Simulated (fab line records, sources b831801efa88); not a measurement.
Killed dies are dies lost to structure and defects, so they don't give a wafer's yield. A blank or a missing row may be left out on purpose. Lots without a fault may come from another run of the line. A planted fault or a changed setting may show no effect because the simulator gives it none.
Problem report in the 8D (eight disciplines) form, filled by code | flow sky130 | the parts of the form that need people (team, actions taken, sign-off) are left out

1. THE PROBLEM
developer_temp_C at SKY_POLY_GATE_DEVELOP_12 reads a mean of 19.05 C on 6 wafers of 2 lots; wafers without a fault read 20.99 C with a standard deviation of 0.11. That is -18 standard deviations from the usual mean.
The step: develop time 60 s.
First seen on wafer L815.2, day 24 00:00, on litho_track-02. The record holds 39 wafers of 13 lots with a number at this step. Rule for "out", or "out of limits": more than 4 standard deviations from the usual mean. The other wafers with a number count as sound.

2. WHAT IT IS AND WHAT IT IS NOT
question                    | is                     | is not
which readings at this step | developer_temp_C       | -
which lots                  | L815, L817             | L795, L796, L799, L800, L801, L802, L805, L806, L807, L808, L809
which wafers of those lots  | all that have a number | -
read on which tools         | litho_track-02         | litho_track-01, litho_track-04
when                        | from day 24 00:00      | up to then (33 sound wafers)

3. SUSPECTS, AND WHAT RULES EACH OUT
Counting: a tool at a process step up to the reading stays a suspect if it ran every lot that is out and no sound lot after the first of them.
- litho_track-02 at SKY_POLY_GATE_DEVELOP_12 (develop time 60 s): kept. It ran every lot that is out, first L815 (day 24 00:00), and no sound lot after that; its last sound lot up to then is L809 (day 21 16:00). Its own readings are out on those wafers: developer_temp_C.
Left after counting: litho_track-02 at SKY_POLY_GATE_DEVELOP_12.

4. THE CAUSE (what the simulator had put in)
Process parameter drift: litho_track-02, from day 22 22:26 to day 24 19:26, at SKY_POLY_GATE_DEVELOP_12. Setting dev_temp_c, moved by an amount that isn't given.
Counting left only this tool.

5. THE CHAIN OF EFFECTS, in route order
Each row: a reading whose mean over the struck wafers that have a number lies more than 3 standard deviations from the usual. Only readings for which the record gives a usual standard deviation are gone through. hours: the time from each lot's start at the first step in this table that gives one to its start at this step, as a median over the lots. sigmas: the change in usual standard deviations.
hours | step                     | reading          | usual   | on struck wafers | change | sigmas
0     | SKY_POLY_GATE_DEVELOP_12 | developer_temp_C | 20.99 C | 19.05            | -1.94  | -18
The process steps in it:
- SKY_POLY_GATE_DEVELOP_12: develop time 60 s.
Later measuring or inspecting steps at which every struck wafer that the step has a row for has a number for every such reading, and none has moved that far: SKY_METAL1_CD_MEAS_15.

6. WHAT WOULD HAVE CAUGHT IT SOONER
In this record the first reading out of limits was taken at day 24 00:00, 26 hours after the fault began at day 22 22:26.
